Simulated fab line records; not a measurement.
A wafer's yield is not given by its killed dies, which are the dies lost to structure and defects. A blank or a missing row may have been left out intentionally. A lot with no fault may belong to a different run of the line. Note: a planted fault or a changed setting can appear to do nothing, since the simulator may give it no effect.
A single fault, viewed from 2 desks -- flow sky130 -- only its own numbers are on each desk; what lay behind them is given at the end

== THE TOOL OWNER'S DESK: cvd-w-01 ==
The tool's own readings at SKY_LI_CONTACT_CVD_21 (deposits W, target thk 400 nm, time 120.56 s): means of the sampled wafers that have a number, for each lot that ran on this tool. A lot is out of limits, marked OUT, if its mean lies more than 4 standard deviations from the usual mean; the brackets give that distance.
Columns: A = heater-power-outer-w at SKY_LI_CONTACT_CVD_21, usual 518 W; B = heater-power-w at SKY_LI_CONTACT_CVD_21, usual 844 W
lot,first seen here,A,B
L331,day 29 17:24,575,927
L334,day 30 10:03,577,961
L335,day 31 14:11,579,936
L337,day 31 19:08,586,933
L339,day 33 00:03,575,927
Result from this desk: across the 5 lots, nothing is out of limits.

== METROLOGY DESK ==
Means of the sampled wafers that have a number, per lot and without regard to the tool the lot ran on: this is what the gauges read. A lot is out of limits, marked OUT, if its mean lies more than 4 standard deviations from the usual mean; the brackets give that distance.
Columns: A = cd-nm at SKY_SD_N_CD_MEAS_07, usual 380.7 nm; B = LI_CONTACT_HDPCVD_THK at SKY_LI_CONTACT_THK_MEAS_01, usual 929 nm; C = LI_CONTACT_W_RS at SKY_LI_CONTACT_RS_MEAS_22, usual 0.287 ohm/sq; D = LI_CONTACT_W_THK at SKY_LI_CONTACT_THK_MEAS_23, usual 406 nm
lot,first seen here,A,B,C,D
L330,day 27 17:43,380.8,919,0.285,401
L331,day 28 10:16,383.1,922,0.287,408
L332,day 28 13:11,380.3,927,0.287,405
L334,day 29 03:05,381.1,929,0.285,416
L335,day 30 08:07,375.4,931,0.327 (+13) OUT,373
L337,day 30 13:07,380.5,945,0.346 (+18) OUT,344 (-6.6) OUT
L338,day 30 17:07,383.0,930,0.290,407
L339,day 31 18:28,379.6,947,0.326 (+12) OUT,379
L340,day 31 21:23,383.8,927,0.283,420
L344,day 32 20:19,381.3,934,0.289,397
L352,day 35 08:52,383.3,929,0.293,390
L351,day 35 09:52,380.6,926,0.288,397
Finding of this desk: L335, L337, L339 out of limits, first seen on L335 at day 31 14:19 (LI_CONTACT_W_RS at SKY_LI_CONTACT_RS_MEAS_22). L330, L331, L332, L334, L338, L340, L344, L352, L351: within limits.

== BROUGHT TOGETHER ==
An alarm was possible from the metrology desk at day 31 14:19, on L335, L337, L339.
The tool owner's desk saw nothing out of limits.
The tool owner's desk has L335, L337, L339 on record, within its limits.
The lots listed all ran SKY_LI_CONTACT_CVD_21 on cvd-w-01.

== WHAT THE SIMULATOR PUT IN ==
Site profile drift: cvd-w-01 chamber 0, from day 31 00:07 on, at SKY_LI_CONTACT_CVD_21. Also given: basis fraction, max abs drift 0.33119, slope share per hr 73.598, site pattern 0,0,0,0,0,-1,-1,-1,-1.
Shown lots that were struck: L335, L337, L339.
Time in hours between the start of the fault and the first out-of-limits reading at each desk: metrology desk, 14.
